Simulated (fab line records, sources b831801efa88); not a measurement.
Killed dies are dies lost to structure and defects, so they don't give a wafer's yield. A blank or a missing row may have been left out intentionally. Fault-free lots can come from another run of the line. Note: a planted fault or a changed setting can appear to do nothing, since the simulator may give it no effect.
Chamber matching | flow sky130 | SKY_VIA2_ETCH_15 on rie_diel-03: 4 sister chambers
The step etches SiO2 in C4F8/O2/Ar, stops on TiN, target depth 546 nm, time 86.05 s. 14 wafers are shown with their chamber, then 7 later ones without.

== WAFERS PAIRED WITH THEIR CHAMBERS ==
wafer  | chamber | oes_product_au (a.u.)
L075.2 | 2       | 0.930
L075.3 | 0       | 0.940
L075.6 | 2       | 0.934
L077.1 | 3       | 0.930
L077.4 | 1       | 0.934
L077.5 | 1       | 0.942
L082.2 | 3       | 0.936
L082.4 | 2       | 0.940
L082.5 | 3       | 0.929
L084.3 | 1       | 0.937
L084.4 | 3       | 0.928
L084.6 | 2       | 0.939
L086.2 | 2       | 0.942
L086.4 | 3       | 0.940

SIGNATURES (means of the wafers above)
reading        | chamber 0 | chamber 1 | chamber 2 | chamber 3 | scatter within a chamber
oes_product_au | 0.94000   | 0.93767   | 0.93700   | 0.93260   | 0.00486
Rule: a wafer lies at a distance from a chamber equal to the root of the sum of squares, over the readings, of (its reading less the chamber's mean, divided by the reading's scatter). If the next closest chamber is less than 2 further off than the closest, the wafer can't be placed; otherwise it belongs to the closest. The scatter is the square root of a quotient: the sum, over the shown wafers, of each reading's squared deviation from its chamber's mean, divided by wafers minus chambers.

== WAFERS WITH NO CHAMBER GIVEN ==
wafer  | oes_product_au (a.u.)
L086.6 | 0.933
L088.1 | 0.930
L088.3 | 0.933
L088.6 | 0.939
L092.3 | 0.939
L092.4 | 0.933
L092.6 | 0.935

== THE CHAMBER EACH PASSED THROUGH ==
wafer  | from the rows above               | in truth
L086.6 | can't be placed: 3 or 2 or 1 or 0 | 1
L088.1 | can't be placed: 3 or 2 or 1 or 0 | 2
L088.3 | can't be placed: 3 or 2 or 1 or 0 | 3
L088.6 | can't be placed: 0 or 1 or 2 or 3 | 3
L092.3 | can't be placed: 0 or 1 or 2 or 3 | 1
L092.4 | can't be placed: 3 or 2 or 1 or 0 | 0
L092.6 | can't be placed: 2 or 3 or 1 or 0 | 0
Placed correctly: 0 of 7. Can't be placed from these rows: 7 (the true chamber is among the candidates in 7). Placed wrongly: 0.
